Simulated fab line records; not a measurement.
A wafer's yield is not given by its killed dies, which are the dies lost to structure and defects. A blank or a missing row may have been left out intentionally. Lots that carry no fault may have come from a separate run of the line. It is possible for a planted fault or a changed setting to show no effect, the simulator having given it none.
Code-filled problem report in 8D (eight disciplines) form -- flow sky130 -- the parts of the form that need people (team, actions taken, sign-off) are left out

== 1. WHAT WENT WRONG ==
beam-energy-keV at SKY_LDD_LDN_IMPLANT_08 reads a mean of 18.256 on 6 wafers of 2 lots; wafers without a fault read 14.999 with a standard deviation of 0.0039. So: +99 or more standard deviations from the usual mean.
Seen first at day 26 19:25 on implanter-04, wafer L503.2. At this step, 18 wafers from 6 lots have a number in the record. Rule for "out", or "out of limits": more than 4 standard deviations from the usual mean. The other wafers with a number count as sound.

== 2. WHAT IT IS; WHAT IT IS NOT ==
question,is,is not
which readings at this step,beam-energy-keV,end-station-pressure-torr
which lots,"L503, L504","L495, L497, L510, L515"
which wafers of those lots,all that have a number,-
read on which tools,implanter-04,implanter-02
when,from day 26 19:25,"up to then (6 sound wafers); but 6 sound wafers of L510, L515 came after"

== 3. THE SUSPECTS, EACH WITH WHAT RULES IT OUT ==
Counting: a tool at any process step up to the reading remains a suspect when it ran all the lots that are out and ran no sound lot after the first of those.
- implanter-04 at SKY_LDD_LDN_IMPLANT_08: kept. All lots that are out passed through it, beginning with L503 at day 26 19:25, and no sound lot followed; its final sound lot before that point was L495 at day 24 01:40. Out on those wafers are its own readings of beam-energy-keV.
The count leaves implanter-04 at SKY_LDD_LDN_IMPLANT_08.

== 4. THE CAUSE (what the simulator had put in) ==
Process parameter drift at SKY_LDD_LDN_IMPLANT_08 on implanter-04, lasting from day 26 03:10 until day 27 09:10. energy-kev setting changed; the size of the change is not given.
Only this tool survived the counting.

== 5. THE CHAIN OF EFFECTS, in route order ==
One row per reading whose mean, taken over the struck wafers that have a number, lies over 3 standard deviations from the usual. Scope: only readings with a usual standard deviation given in the record; hours: median across lots of the time from each lot's start at the first step in this table that gives one to its start at this step; sigmas: change in usual standard deviations.
hours,step,reading,usual,on struck wafers,change,sigmas
0,SKY_LDD_LDN_IMPLANT_08,beam-energy-keV,14.999,18.256,+3.257,+99 or more
The process steps in it:
- SKY_LDD_LDN_IMPLANT_08

== 6. HOW IT WOULD HAVE BEEN CAUGHT EARLIER ==
First out-of-limits reading in this record: day 26 19:25, which is 16 hours after fault onset at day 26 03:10.
